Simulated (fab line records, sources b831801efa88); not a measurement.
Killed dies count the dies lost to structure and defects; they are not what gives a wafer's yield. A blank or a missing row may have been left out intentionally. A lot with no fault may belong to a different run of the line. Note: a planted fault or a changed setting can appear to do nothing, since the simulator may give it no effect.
Chamber matching | flow gf180mcu | cmp-01 running GF_CONTACT_CMP_27: 4 sister chambers
The step polishes, stops on SiO2, t overpolish 15 s, target thk 0 nm. 4 wafers are shown with their chamber, then 7 later ones without.

## WAFERS WITH THEIR CHAMBER
wafer  | chamber | motor-current-A (A)
L526.2 | 1       | 10.7
L526.6 | 0       | 11.5
L528.3 | 3       | 11.0
L528.5 | 2       | 13.6

## WAFERS WITH NO CHAMBER GIVEN
wafer  | motor-current-A (A)
L528.6 | 11.1
L533.1 | 10.3
L533.3 | 13.4
L533.6 | 10.7
L534.3 | 11.3
L534.5 | 13.2
L534.6 | 10.9

## WHICH CHAMBER EACH WENT THROUGH
wafer  | from the rows above          | in truth
L528.6 | can't be placed: 3 or 0 or 1 | 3
L533.1 | can't be placed: 1 or 3      | 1
L533.3 | 2                            | 2
L533.6 | can't be placed: 1 or 3      | 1
L534.3 | can't be placed: 0 or 3 or 1 | 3
L534.5 | 2                            | 2
L534.6 | can't be placed: 3 or 1      | 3
Correct placement for 2 of the 7. From these rows, 5 cannot be placed; in 5 the true chamber is one of the candidates. Wrongly placed: 0.
How it was worked out, from the rows above alone: a wafer's distance from a chamber is the root of the sum, over the readings, of the square of ((its reading less the chamber's mean) divided by the reading's scatter). The wafer belongs to the nearest chamber; if the next one is less than 2 further off, it can't be placed. For every chamber, the mean is computed from those of its wafers that are shown. The scatter: with one shown wafer a chamber, the root of the mean of the squares of how far each hidden wafer lies from its nearest shown one.
